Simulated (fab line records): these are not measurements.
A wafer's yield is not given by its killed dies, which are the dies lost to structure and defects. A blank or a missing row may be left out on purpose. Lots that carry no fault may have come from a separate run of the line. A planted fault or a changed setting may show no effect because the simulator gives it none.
Chamber matching | flow sky130 | SKY_POLY_CUT_ETCH_11 on rieDiel-02 has 4 sister chambers
The step etches Si3N4 in CF4/CH2F2/Ar, stops on poly-Si, time 42.5 s, target depth 60 nm. 18 wafers are shown with their chamber, then 9 later ones without.

## WAFERS PAIRED WITH THEIR CHAMBERS
wafer  | chamber | drypumpMotorCurrentA (A) | chamberPressureMTorr (mTorr) | cf4FlowSccm (sccm)
L074.3 | 1       | 6.3                      | 39.97                        | 39.86
L074.5 | 3       | 5.4                      | 39.99                        | 39.86
L074.6 | 2       | 5.7                      | 39.92                        | 40.03
L076.1 | 1       | 6.4                      | 40.00                        | 39.76
L076.4 | 0       | 5.7                      | 39.97                        | 40.05
L076.5 | 3       | 5.4                      | 40.03                        | 39.97
L078.3 | 3       | 5.4                      | 39.97                        | 39.88
L078.5 | 1       | 6.4                      | 39.94                        | 40.07
L078.6 | 0       | 5.7                      | 40.00                        | 40.01
L079.2 | 0       | 5.7                      | 39.90                        | 39.75
L079.4 | 0       | 5.7                      | 39.98                        | 39.80
L079.6 | 3       | 5.4                      | 40.04                        | 40.11
L083.1 | 3       | 5.4                      | 40.00                        | 39.90
L083.2 | 2       | 5.8                      | 40.05                        | 40.00
L083.4 | 1       | 6.4                      | 39.95                        | 40.06
L088.2 | 3       | 5.4                      | 40.03                        | 39.99
L088.3 | 1       | 6.4                      | 39.95                        | 40.03
L088.5 | 1       | 6.4                      | 39.97                        | 39.80

SIGNATURES, as means of the wafers listed above
reading              | chamber 0 | chamber 1 | chamber 2 | chamber 3 | scatter within a chamber
drypumpMotorCurrentA | 5.700     | 6.383     | 5.750     | 5.400     | 0.0309
chamberPressureMTorr | 39.9625   | 39.9633   | 39.9850   | 40.0100   | 0.038
cf4FlowSccm          | 39.9025   | 39.9300   | 40.0150   | 39.9517   | 0.122
Rule: a wafer lies at a distance from a chamber equal to the root of the sum of squares, over the readings, of (its reading less the chamber's mean, divided by the reading's scatter). The wafer belongs to the nearest chamber; if the next one is less than 2 further off, it can't be placed. The scatter: the root of (the sum of the squares of (reading less its chamber's mean) over the shown wafers, divided by (wafers less chambers)).

## WAFERS WITHOUT THEIR CHAMBER
wafer  | drypumpMotorCurrentA (A) | chamberPressureMTorr (mTorr) | cf4FlowSccm (sccm)
L092.2 | 5.4                      | 39.96                        | 39.84
L092.4 | 6.4                      | 39.99                        | 40.18
L092.5 | 6.4                      | 40.02                        | 40.14
L094.4 | 6.3                      | 40.02                        | 39.78
L094.5 | 5.4                      | 40.00                        | 40.03
L094.6 | 5.8                      | 40.03                        | 39.91
L095.1 | 6.3                      | 40.03                        | 40.15
L095.2 | 5.8                      | 39.99                        | 39.79
L095.5 | 5.7                      | 39.96                        | 40.00

## EACH ONE'S CHAMBER
wafer  | from the rows above     | in truth
L092.2 | 3                       | 3
L092.4 | 1                       | 1
L092.5 | 1                       | 1
L094.4 | 1                       | 1
L094.5 | 3                       | 3
L094.6 | can't be placed: 2 or 0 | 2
L095.1 | 1                       | 1
L095.2 | can't be placed: 2 or 0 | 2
L095.5 | can't be placed: 0 or 2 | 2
Correctly placed: 6 of 9. Not placeable from these rows: 3 (in 3, the candidates include the true chamber). 0 placed wrongly.
